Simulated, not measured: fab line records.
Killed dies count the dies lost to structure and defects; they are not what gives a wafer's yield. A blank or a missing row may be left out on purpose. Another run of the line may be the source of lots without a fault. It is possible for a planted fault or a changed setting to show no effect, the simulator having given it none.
Which tool did it? | flow sky130 | 15 lots, 44 wafers sampled, at 4 steps of a route of 708

WHAT EACH GAUGE READ, for each wafer
SKY_POLY_CUT_CD_MEAS_08 targets a cd of 270 nm. Usual: cd nm reads 269.8 nm (standard deviation 1.3).
lot  | measured     | on        | cd nm (nm)        | flag
L416 | day 23 23:40 | cd sem-02 | 268.4 268.6 270.1 |
L417 | day 24 01:25 | cd sem-02 | 268.8 269.3 269.6 |
L418 | day 24 19:32 | cd sem-02 | 269.0 269.5 270.1 |
L419 | day 24 22:40 | cd sem-02 | 270.3 270.5 269.2 |
L420 | day 25 07:49 | cd sem-01 | 270.0 270.9 271.0 |
L422 | day 26 04:16 | cd sem-02 | 271.9 272.4 272.1 |
L423 | day 26 17:31 | cd sem-01 | 269.0 269.1 269.6 |
L424 | day 27 18:41 | cd sem-01 | 271.4 269.4 270.8 |
L425 | day 28 12:40 | cd sem-02 | 270.0 268.2 268.6 |
L427 | day 28 21:11 | cd sem-02 | 270.6 270.9 272.1 |
L429 | day 29 14:30 | cd sem-02 | 269.6 272.5 270.8 |
L430 | day 29 14:56 | cd sem-02 | 267.6 270.1       |
L436 | day 31 16:04 | cd sem-02 | 269.6 270.7 270.3 |
L438 | day 31 20:24 | cd sem-02 | 270.7 270.7 269.6 |
L439 | day 31 22:33 | cd sem-02 | 270.0 269.3 269.9 |

SKY_SD_N_RS_MEAS_17: measures by four-point-probe. Usual: SD_P_RS gives 146.9 ohm/sq (standard deviation 0.34).
lot  | measured     | on            | SD_P_RS (ohm/sq)  | flag
L416 | day 27 16:25 | film metro-03 | 147.2 146.9 147.0 |
L417 | day 27 18:14 | film metro-02 | 147.1 146.9 147.3 |
L418 | day 28 10:35 | film metro-02 | 147.1 147.2 147.0 |
L419 | day 28 15:22 | film metro-03 | 147.0 147.1 147.2 |
L420 | day 28 22:46 | film metro-03 | 147.6 146.7 146.8 |
L422 | day 29 19:41 | film metro-03 | 146.8 147.1 147.1 |
L423 | day 30 06:53 | film metro-03 | 147.0 147.1 146.9 |
L424 | day 31 07:39 | film metro-02 | 146.4 146.9 146.5 |
L425 | day 32 00:50 | film metro-03 | 147.2 147.2 147.2 |
L427 | day 32 10:20 | film metro-03 | 146.7 146.3 146.2 |
L429 | day 33 02:16 | film metro-02 | 146.9 147.0 147.4 |
L430 | day 33 02:38 | film metro-04 | 146.1 146.1       |
L436 | day 35 00:21 | film metro-04 | 147.2 147.4 147.5 |
L438 | day 35 03:19 | film metro-02 | 147.0 146.5 146.8 |
L439 | day 35 06:22 | film metro-04 | 147.4 147.1 146.9 |

SKY_LOCAL_INTERCONNECT_CD_MEAS_11 targets a cd of 170 nm. Usual: cd nm reads 169.9 nm (standard deviation 1.6).
lot  | measured     | on        | cd nm (nm)        | flag
L416 | day 30 03:18 | cd sem-02 | 171.0 169.6 170.7 |
L417 | day 30 05:31 | cd sem-01 | 173.4 173.3 174.2 |
L418 | day 30 20:29 | cd sem-01 | 170.6 169.0 169.0 |
L419 | day 31 01:18 | cd sem-02 | 172.9 170.6 172.1 |
L420 | day 31 09:07 | cd sem-02 | 168.9 170.3 168.6 |
L422 | day 32 05:04 | cd sem-01 | 168.2 168.3 168.4 |
L423 | day 32 16:47 | cd sem-01 | 168.3 167.4 167.2 |
L424 | day 33 16:17 | cd sem-01 | 168.7 170.6 170.9 |
L425 | day 34 07:53 | cd sem-01 | 170.2 170.9 169.5 |
L427 | day 34 17:40 | cd sem-01 | 169.0 169.0 128.9 | OFF
L429 | day 35 07:48 | cd sem-01 | 167.5 167.8 130.0 | OFF
L430 | day 35 09:08 | cd sem-02 | 134.5 134.5       | OFF
L436 | day 37 06:07 | cd sem-01 | 170.9 169.3 170.8 |
L438 | day 37 09:19 | cd sem-01 | 169.6 169.1 169.0 |
L439 | day 37 12:48 | cd sem-02 | 171.1 169.7 171.8 |

WHAT TOOL EACH LOT RAN ON (gives the tool, then ch and the chambers of the sampled wafers, and finally the start)
lot  | SKY_LOCAL_INTERCONNECT_EXPOSE_08
L416 | krf scanner-02 ch 0, day 29 14:04
L417 | krf scanner-01 ch 0, day 29 16:16
L418 | krf scanner-02 ch 0, day 30 06:28
L419 | krf scanner-01 ch 0, day 30 11:22
L420 | krf scanner-01 ch 0, day 30 19:52
L422 | krf scanner-01 ch 0, day 31 14:51
L423 | krf scanner-01 ch 0, day 32 03:19
L424 | krf scanner-02 ch 0, day 33 03:04
L425 | krf scanner-01 ch 0, day 33 19:32
L427 | krf scanner-01 ch 0, day 34 05:29
L429 | krf scanner-01 ch 0, day 34 18:55
L430 | krf scanner-01 ch 0, day 34 20:02
L436 | krf scanner-02 ch 0, day 36 18:02
L438 | krf scanner-02 ch 0, day 36 21:27
L439 | krf scanner-02 ch 0, day 36 23:42
- SKY_LOCAL_INTERCONNECT_EXPOSE_08: exposes mask LI1M, target cd 170 nm.

AS READ BY THE TOOLS THEMSELVES (means over the sampled wafers that have a number; for cases with no such wafer, the mark the record gives instead)
SKY_LOCAL_INTERCONNECT_EXPOSE_08. Usual: stage vel mm s 500.03 mm/s, standard deviation 0.25.
lot  | tool           | stage vel mm s (mm/s) | flag
L416 | krf scanner-02 | 500.21                |
L417 | krf scanner-01 | 499.98                |
L418 | krf scanner-02 | 499.93                |
L419 | krf scanner-01 | 499.91                |
L420 | krf scanner-01 | 499.89                |
L422 | krf scanner-01 | 500.02                |
L423 | krf scanner-01 | 500.23                |
L424 | krf scanner-02 | 500.02                |
L425 | krf scanner-01 | 500.22                |
L427 | krf scanner-01 | 499.78                |
L429 | krf scanner-01 | 500.03                |
L430 | krf scanner-01 | 500.20                |
L436 | krf scanner-02 | 500.32                |
L438 | krf scanner-02 | 500.11                |
L439 | krf scanner-02 | 500.04                |

THE ANSWER, worked out from the rows above alone
Rule: lot off if the mean of its wafers having a number is beyond 3 standard deviations from the usual mean. Also off: a lot with no number at a reading for which 4 or more lots have one. The other lots that the step has rows for count as sound. First the gauges in route order, then the tools' own readings, where a lot's mean is used as printed above. The first step at which some lot is off is used, and at that step the reading that is off furthest; a lot without a number counts as furthest.
Off: L427, L429, L430, at SKY_LOCAL_INTERCONNECT_CD_MEAS_11 (cd nm).
If a tool, at a process step before that reading, ran all the lots that are off and no sound lot after the first of them, it fits. Gauges at SKY_LOCAL_INTERCONNECT_CD_MEAS_11: tried the same way as those tools. One fits: SKY_LOCAL_INTERCONNECT_EXPOSE_08 on krf scanner-01. A fault onset in the window from L425 (day 33 19:32, its last sound lot) to L427 (day 34 05:29, its first lot off) fits.

WHAT WAS PUT IN BY THE SIMULATOR
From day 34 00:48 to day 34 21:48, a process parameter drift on krf scanner-01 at SKY_LOCAL_INTERCONNECT_EXPOSE_08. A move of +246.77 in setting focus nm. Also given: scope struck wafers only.
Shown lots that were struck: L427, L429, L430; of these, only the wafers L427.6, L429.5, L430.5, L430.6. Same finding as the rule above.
